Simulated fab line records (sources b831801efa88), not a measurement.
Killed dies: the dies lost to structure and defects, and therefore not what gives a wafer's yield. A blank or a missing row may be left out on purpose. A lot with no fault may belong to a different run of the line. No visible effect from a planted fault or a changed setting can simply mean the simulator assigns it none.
fab line records | flow sky130
[record] lots = 12 wafers = 35 lastDay = 50
route steps=708 shown VIA2@522 METAL3@532 CAPM@537 PAD_OPEN@708
lots with no fault: from the same line, run without faults
startH: start of the lot's first displayed wafer, in hours after the record's first day | waitH: how many hours have passed since the lot's step before this one | " the same as in the row above | L1.1+2: several wafers, shown together as one row | - no value, or no start was given | * or withheld: withheld | < > ~ a bound
route shown NAME@n: names a module that has steps shown in the file, with the first one's number in the route | usual: mean and standard deviation over wafers with no fault | same: alike in all rows | chamber/n: place in a boat | sites: per-site readings | _std_site: the values' standard deviation | _edge_site: the outer-site mean with the inner-site mean subtracted | radiusMm: how far each site lies from the wafer's centre | mask NAME#n: copy n | behind: the last tool/chamber to shape the wafer | hold: what put the lot on hold/how long, in hours/how the hold closed | device: names the non-switching transistor (n, p or np) | end of line: tests of these same wafers at the route's end | a step without rows: its recipe alone | killed: at the first sort, the dies lost to defects and structure; wafer yield is something else | map: dies across one wafer; x = killed, . = not, _ = none there
set.NAME: the setting as run; set.NAME@STEP: as run at that earlier step | model.NAME: the simulator's own value behind a step, which no gauge read
route steps across a sampled set of lots; one table per step, one row per wafer
services: when a tool's chamber went out of use (startH, in hours from the record's first day, below 0 if earlier), for how many hours, and the reason
[[steps]]
[step SKY_VIA2_ETCH_15]
[recipe] target = SiO2 chemistry = C4F8/O2/Ar targetDepthNm = 546 stopOn = TiN maskMaterial = KrF-thick sourceW = 1500 biasW = 1200 pressureMtorr = 40 c4f8FlowSccm = withheld O2_flow_sccm = 6 Ar_flow_sccm = 300 timeS = 84
[usual] oesProductAu = 0.941/0.0048
// columns lot.wafer tool chamber startH waitH oesProductAu
L421.1 rieDiel-01 3 848.18 0.0 0.939
L421.4 " 0 " " 0.949
L421.5 " 1 " " 0.941
L422.3 rieDiel-01 2 850.53 0.0 0.942
L422.4 " 1 " " 0.942
L422.5 " 0 " " 0.940
L423.3 rieDiel-03 3 865.68 0.0 0.939
L423.4 " 2 " " 0.945
L423.6 " 3 " " 0.935
L425.2 rieDiel-01 2 879.93 0.0 0.939
L425.4 " 0 " " 0.944
L425.6 " 1 " " 0.940
L426.2 rieDiel-04 3 881.83 0.0 0.942
L426.4 " 2 " " 0.940
L426.5 " 1 " " 0.950
L427.1 rieDiel-01 0 896.84 0.0 0.937
L427.2 " 2 " " 0.938
L427.3 " 1 " " 0.934
L430.1 rieDiel-01 2 916.08 0.0 0.945
L430.3 " 3 " " 0.939
L430.5 " 0 " " 0.945
L431.1 rieDiel-03 2 921.79 0.0 0.947
L431.5 " 2 " " 0.933
L431.6 " 0 " " 0.935
L433.2 rieDiel-01 0 940.94 0.0 0.939
L433.3 " 1 " " 0.937
L433.6 " 3 " " 0.937
L437.2 rieDiel-01 1 965.28 0.0 0.944
L437.4 " 0 " " 0.948
L443.2 rieDiel-04 1 1008.33 0.0 0.942
L443.4 " 2 " " 0.944
L443.6 " 1 " " 0.943
L444.1 rieDiel-04 0 1017.43 0.0 0.932
L444.4 " 3 " " 0.936
L444.5 " 2 " " 0.944
[step SKY_VIA2_STRIP_16]
[recipe] chemistry = O2/N2 powerW = 1400 pressureMtorr = 1500 platenTempC = withheld o2FlowSccm = 3000 n2FlowSccm = 300 overashFraction = 0.5
[usual] drypumpMotorCurrentA = 5.6/0.5 oesProductAu = 0.399/0.0043 stripTimeToEndpointS = 4.053/0.022
// columns lot.wafer tool chamber startH waitH drypumpMotorCurrentA oesProductAu rfHoursCounterH stripTimeToEndpointS
L421.1 plasmaAsher-01 1 848.25 0.0 5.4 0.398 70 4.109
L421.4 " 1 " " 5.4 0.404 - 4.079
L421.5 " 1 " " 5.3 0.403 - 4.062
L422.3 plasmaAsher-04 0 850.63 0.1 5.2 0.405 - 4.034
L422.4 " 1 " " 5.1 0.397 - 4.055
L422.5 " 0 " " 5.2 0.399 - 4.051
L423.3 plasmaAsher-04 0 865.78 0.1 5.2 0.403 - 4.051
L423.4 " 1 " " 5.1 0.401 - 4.083
L423.6 " 0 " " 5.2 0.401 - 4.036
L425.2 plasmaAsher-01 0 880.00 0.0 5.2 0.405 73 4.037
L425.4 " 0 " " 5.2 0.409 - 4.055
L425.6 " 0 " " 5.2 0.399 - 4.075
L426.2 plasmaAsher-01 1 881.89 0.0 5.4 0.397 73 4.045
L426.4 " 1 " " 5.4 0.396 - 4.063
L426.5 " 1 " " 5.3 0.407 - 4.071
L427.1 plasmaAsher-03 1 896.90 0.0 5.9 0.404 16 4.028
L427.2 " 0 " " 6.5 0.394 16 4.020
L427.3 " 1 " " 5.9 0.396 - 4.056
L430.1 plasmaAsher-01 1 916.14 0.0 5.4 0.401 76 4.075
L430.3 " 0 " " 5.2 0.396 - 4.057
L430.5 " 0 " " 5.2 0.399 - 4.059
L431.1 plasmaAsher-03 0 921.85 0.0 6.5 0.395 18 4.041
L431.5 " 1 " " 5.9 0.394 - 4.058
L431.6 " 0 " " 6.5 0.394 - 4.021
L433.2 plasmaAsher-03 0 941.00 0.0 6.5 0.374 20 3.511
L433.3 " 1 " " 5.9 0.399 - 4.074
L433.6 " 0 " " 6.5 0.395 - 4.032
L437.2 plasmaAsher-04 0 965.34 0.0 5.2 0.375 111 3.551
L437.4 " 0 " " 5.2 0.396 - 4.064
L443.2 plasmaAsher-01 1 1008.40 0.0 5.4 0.401 85 4.059
L443.4 " 0 " " 5.2 0.394 - 4.029
L443.6 " 0 " " 5.2 0.403 - 4.031
L444.1 plasmaAsher-03 0 1017.50 0.0 6.5 0.397 27 4.100
L444.4 " 0 " " 6.5 0.401 - 4.089
L444.5 " 0 " " 6.6 0.411 - 4.066
[step SKY_VIA2_THK_MEAS_23]
[recipe] thkMeasGauge = xrf reads = W_of_VIA2_CVD_21
[usual] VIA2_W_THK = 432/8.1
// columns lot.wafer tool chamber startH waitH VIA2_W_THK[nm]
L421.1 filmMetro-01 - 849.15 0.1 429
L421.4 " - " " 432
L421.5 " - " " 429
L422.3 filmMetro-04 - 851.52 0.1 446
L422.4 " - " " 431
L422.5 " - " " 429
L423.3 filmMetro-02 - 866.68 0.1 436
L423.4 " - " " 429
L423.6 " - " " 438
L425.2 filmMetro-04 - 880.91 0.1 432
L425.4 " - " " 430
L425.6 " - " " 448
L426.2 filmMetro-02 - 882.82 0.1 436
L426.4 " - " " 439
L426.5 " - " " 435
L427.1 filmMetro-02 - 897.80 0.1 439
L427.2 " - " " 429
L427.3 " - " " 435
L430.1 filmMetro-04 - 917.06 0.1 434
L430.3 " - " " 431
L430.5 " - " " 433
L431.1 filmMetro-01 - 922.79 0.1 436
L431.5 " - " " 435
L431.6 " - " " 435
L433.2 filmMetro-02 - 941.92 0.1 428
L433.3 " - " " 423
L433.6 " - " " 428
L437.2 filmMetro-04 - 966.39 0.1 420
L437.4 " - " " 421
L443.2 filmMetro-01 - 1009.38 0.1 445
L443.4 " - " " 448
L443.6 " - " " 428
L444.1 filmMetro-04 - 1018.40 0.1 441
L444.4 " - " " 425
L444.5 " - " " 423
[step SKY_METAL3_SPUTTER_00]
[recipe] material = Ti targetThkNm = 15 powerW = 3000 timeS = 10 chamberPressurePa = 0.4
[usual] throttleValvePct = 30.0/1.1
// columns lot.wafer tool chamber startH waitH throttleValvePct
L421.1 pvdSputter-01 - 849.51 0.2 31.4
L421.4 " - " " 27.6
L421.5 " - " " 27.8
L422.3 pvdSputter-03 - 851.86 0.2 29.2
L422.4 " - " " 29.4
L422.5 " - " " 29.6
L423.3 pvdSputter-03 - 867.02 0.2 29.4
L423.4 " - " " 29.6
L423.6 " - " " 29.6
L425.2 pvdSputter-04 - 881.26 0.1 30.6
L425.4 " - " " 31.2
L425.6 " - " " 28.4
L426.2 pvdSputter-01 - 883.17 0.2 30.7
L426.4 " - " " 29.7
L426.5 " - " " 29.9
L427.1 pvdSputter-03 - 898.16 0.1 29.9
L427.2 " - " " 29.6
L427.3 " - " " 29.6
L430.1 pvdSputter-04 - 917.42 0.2 30.5
L430.3 " - " " 30.7
L430.5 " - " " 31.5
L431.1 pvdSputter-01 - 923.15 0.1 27.4
L431.5 " - " " 29.7
L431.6 " - " " 30.3
L433.2 pvdSputter-04 - 942.37 0.2 30.8
L433.3 " - " " 31.5
L433.6 " - " " 30.6
L437.2 pvdSputter-04 - 966.74 0.1 31.2
L437.4 " - " " 30.7
L443.2 pvdSputter-03 - 1009.73 0.2 29.8
L443.4 " - " " 29.5
L443.6 " - " " 29.7
L444.1 pvdSputter-01 - 1018.91 0.2 31.4
L444.4 " - " " 30.7
L444.5 " - " " 27.7
[step SKY_CAPM_CVD_00]
[recipe] material = SiO2 targetThkNm = 15.5 tempC = 400 timeS = withheld rfW = 450
[usual] heaterPowerW = 692/67
// columns lot.wafer tool chamber startH waitH heaterPowerW
L421.1 pecvd-02 0 849.66 0.0 743
L421.4 " 1 " " 686
L421.5 " 2 " " 689
L422.3 pecvd-04 1 852.01 0.0 547
L422.4 " 0 " " 777
L422.5 " 1 " " 557
L423.3 pecvd-01 0 867.17 0.0 707
L423.4 " 2 " " 745
L423.6 " 0 " " 725
L425.2 pecvd-04 2 881.42 0.0 671
L425.4 " 0 " " 755
L425.6 " 2 " " 656
L426.2 pecvd-01 0 883.32 0.0 704
L426.4 " 1 " " 730
L426.5 " 0 " " 707
L427.1 pecvd-02 2 898.32 0.0 619
L427.2 " 0 " " 665
L427.3 " 0 " " 658
L430.1 pecvd-01 2 917.58 0.0 682
L430.3 " 1 " " 771
L430.5 " 2 " " 707
L431.1 pecvd-02 2 923.31 0.0 720
L431.5 " 1 " " 733
L431.6 " 2 " " 725
L433.2 pecvd-02 1 942.52 0.0 672
L433.3 " 2 " " 693
L433.6 " 1 " " 685
L437.2 pecvd-04 2 966.89 0.0 665
L437.4 " 2 " " 659
L443.2 pecvd-04 0 1009.88 0.0 757
L443.4 " 1 " " 585
L443.6 " 0 " " 733
L444.1 pecvd-02 1 1019.06 0.0 646
L444.4 " 2 " " 653
L444.5 " 0 " " 792
[step SKY_PAD_OPEN_PROBE_99]
[usual] defectLimitedYield = 82.4/1.9 killed_at_M0_to_M3 = 44/7 killed_at_M4_up = 3.2/1.8 killedAtContacts = 24/5.1 killedAtFrontEnd = 15/4.3 killedAtOther = 0.3/0.5 killedDies = 86/9.6 killedOpen = 48/7.1 killedShort = 38/6.7 sort_bin_3_pad_short = 0.9/0.44 sort_bin_5_function = 10.3/1.5 sort_bin_6_memory = 6.4/1.1 sortNPass = 406/9.6 sortYieldPct = 82.4/1.9
[same] grossDies = 492 killedAtBackSide = 0 sort_bin_4_leakage[%] = 0 sort_bin_8_speed[%] = 0
// columns lot.wafer tool chamber startH waitH defectLimitedYield[%] killed_at_M0_to_M3 killed_at_M4_up killedAtContacts killedAtFrontEnd killedAtOther killedDies killedOpen killedShort sort_bin_3_pad_short[%] sort_bin_5_function[%] sort_bin_6_memory[%] sortNPass sortYieldPct[%]
L430.1 prober-02 - 1128.66 0.1 84.8 38 3 17 17 0 75 40 34 0.6 9.1 5.5 417 84.8
L430.3 prober-02 - 1128.76 0.2 81.9 50 6 18 15 0 89 51 38 0.8 11.4 5.9 403 81.9
L430.5 prober-02 - 1128.86 0.2 78.9 44 2 34 24 0 104 59 45 0.4 12.8 7.9 388 78.9
L437.2 prober-01 - 1166.61 0.1 80.5 42 2 22 30 0 96 44 52 1.0 13.4 5.1 396 80.5
L437.4 prober-01 - 1166.71 0.2 85.8 36 2 21 11 0 70 46 24 0.6 9.1 4.5 422 85.8
L443.2 prober-01 - 1199.32 0.1 83.1 43 0 31 9 0 83 45 38 0.8 8.9 7.1 409 83.1
L443.4 prober-01 - 1199.42 0.2 82.9 46 3 25 10 0 84 47 37 1.4 10.6 5.1 408 82.9
L443.6 prober-01 - 1199.52 0.2 79.9 44 9 34 12 0 99 60 39 0.8 12.4 6.9 393 79.9
L444.1 prober-02 - 1203.15 0.1 81.7 49 3 27 11 0 90 56 34 0.4 12.0 5.9 402 81.7
L444.4 prober-02 - 1203.30 0.2 85.8 34 3 17 16 0 70 43 27 1.0 7.5 5.7 422 85.8
L444.5 prober-02 - 1203.35 0.2 83.1 45 2 26 10 0 83 44 39 1.0 9.3 6.5 409 83.1
// killed by level:class
L430.1 VIA1:geometricParticle:open=17 CONTACT:geometricParticle:open=7 METAL2:geometricParticle:short=5 VIA1:geometricParticle:short=5 FIELD_ISO:geometricParticle:open=4 POLY_GATE:geometricParticle:short=4 LI_CONTACT:geometricParticle:open=3 LI_CONTACT:geometricParticle:short=3
L430.3 VIA1:geometricParticle:open=16 LI_CONTACT:geometricParticle:open=7 VIA2:geometricParticle:open=7 METAL1:geometricParticle:short=7 VIA3:geometricParticle:open=6 METAL2:geometricParticle:short=5 VIA1:geometricParticle:short=5 METAL4:geometricParticle:short=5
L430.5 CONTACT:geometricParticle:open=13 VIA1:geometricParticle:open=12 VIA2:geometricParticle:open=10 CONTACT:geometricParticle:short=8 POLY_GATE:geometricParticle:short=8 LI_CONTACT:geometricParticle:open=6 FIELD_ISO:geometricParticle:open=5 LOCAL_INTERCONNECT:geometricParticle:short=4
L437.2 CONTACT:geometricParticle:open=11 FIELD_ISO:geometricParticle:short=8 POLY_GATE:geometricParticle:short=8 FIELD_ISO:geometricParticle:open=6 METAL1:geometricParticle:short=6 VIA1:geometricParticle:open=6 VIA2:geometricParticle:open=6 METAL3:geometricParticle:short=6
L437.4 CONTACT:geometricParticle:open=9 VIA2:geometricParticle:open=9 VIA1:geometricParticle:open=9 LI_CONTACT:geometricParticle:open=8 METAL1:geometricParticle:short=5 VIA3:geometricParticle:open=4 POLY_GATE:geometricParticle:open=3 SONOS_ONO:geometricParticle:short=2
L443.2 CONTACT:geometricParticle:open=11 VIA1:geometricParticle:open=8 VIA2:geometricParticle:open=8 VIA3:geometricParticle:open=6 FIELD_ISO:geometricParticle:short=5 LI_CONTACT:geometricParticle:open=5 LOCAL_INTERCONNECT:geometricParticle:short=5 METAL1:geometricParticle:short=5
L443.4 CONTACT:geometricParticle:open=11 VIA3:geometricParticle:open=9 VIA1:geometricParticle:open=8 METAL2:geometricParticle:short=8 VIA2:geometricParticle:open=8 LI_CONTACT:geometricParticle:open=5 VIA3:geometricParticle:short=4 LOCAL_INTERCONNECT:geometricParticle:short=4
L443.6 VIA3:geometricParticle:open=12 CONTACT:geometricParticle:open=11 LI_CONTACT:geometricParticle:open=8 METAL2:geometricParticle:short=6 LOCAL_INTERCONNECT:geometricParticle:short=6 METAL1:geometricParticle:short=5 VIA1:geometricParticle:open=5 FIELD_ISO:geometricParticle:open=4
L444.1 VIA1:geometricParticle:open=12 CONTACT:geometricParticle:open=10 VIA2:geometricParticle:open=9 VIA1:geometricParticle:short=9 VIA3:geometricParticle:open=8 LI_CONTACT:geometricParticle:open=6 LOCAL_INTERCONNECT:geometricParticle:short=5 CONTACT:geometricParticle:short=4
L444.4 VIA1:geometricParticle:open=13 LI_CONTACT:geometricParticle:open=5 POLY_GATE:geometricParticle:short=5 POLY_GATE:geometricParticle:open=5 LOCAL_INTERCONNECT:geometricParticle:short=5 CONTACT:geometricParticle:open=5 VIA3:geometricParticle:open=5 METAL1:geometricParticle:short=4
L444.5 CONTACT:geometricParticle:open=10 VIA1:geometricParticle:open=9 VIA2:geometricParticle:short=8 VIA1:geometricParticle:short=7 LOCAL_INTERCONNECT:geometricParticle:short=6 LI_CONTACT:geometricParticle:short=5 METAL1:geometricParticle:open=4 POLY_GATE:geometricParticle:open=4
[[services]]
// columns tool chamber startH hours kind
rieDiel-03 3 828.33 6.8 repair
rieDiel-04 - 832.40 0.5 repair
rieDiel-04 3 836.78 2.6 repair
rieDiel-04 1 843.52 1.7 repair
rieDiel-03 1 849.83 11.1 repair
plasmaAsher-03 - 859.04 0.6 repair
rieDiel-04 1 885.74 4.1 repair
plasmaAsher-01 - 893.25 1.5 repair
rieDiel-04 - 894.99 0.3 repair
pecvd-02 1 896.14 3.6 repair
plasmaAsher-01 - 899.03 1.9 repair
rieDiel-03 - 899.05 14.6 pm
rieDiel-04 1 900.11 17.0 repair
plasmaAsher-01 - 906.18 2.8 pm
rieDiel-01 2 906.71 1.4 repair
rieDiel-03 3 917.58 10.7 repair
pecvd-04 1 923.10 8.3 repair
pecvd-04 0 928.31 12.2 repair
plasmaAsher-03 - 967.52 2.8 pm
plasmaAsher-03 - 980.44 4.6 repair
rieDiel-01 0 991.62 27.4 repair
pvdSputter-03 - 994.57 1.2 repair
rieDiel-04 0 998.50 10.6 repair
rieDiel-01 3 1011.68 2.8 repair
[[key]]
[firstSign] step = SKY_VIA2_STRIP_16 reading = stripTimeToEndpointS direction = down sigmas = 23 usual = * struck = *
[effect] step = SKY_VIA2_STRIP_16 reading = oesProductAu direction = down sigmas = 5.7 usual = 0.399 struck = 0.375
metAt SKY_VIA2_ETCH_15
struckLots L433,L437
struckWafers L433.2,L437.2
notActingAt SKY_VIA2_THK_MEAS_23,SKY_METAL3_SPUTTER_00,SKY_CAPM_CVD_00
onsetBetween 916.08 940.94
[fault] kind = processParameterDrift tool = rieDiel-01 chamber = - onsetH = 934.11 steps = SKY_VIA2_ETCH_15 channel = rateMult offset = 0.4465 shape = step endH = 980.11 scope = struckWafersOnly
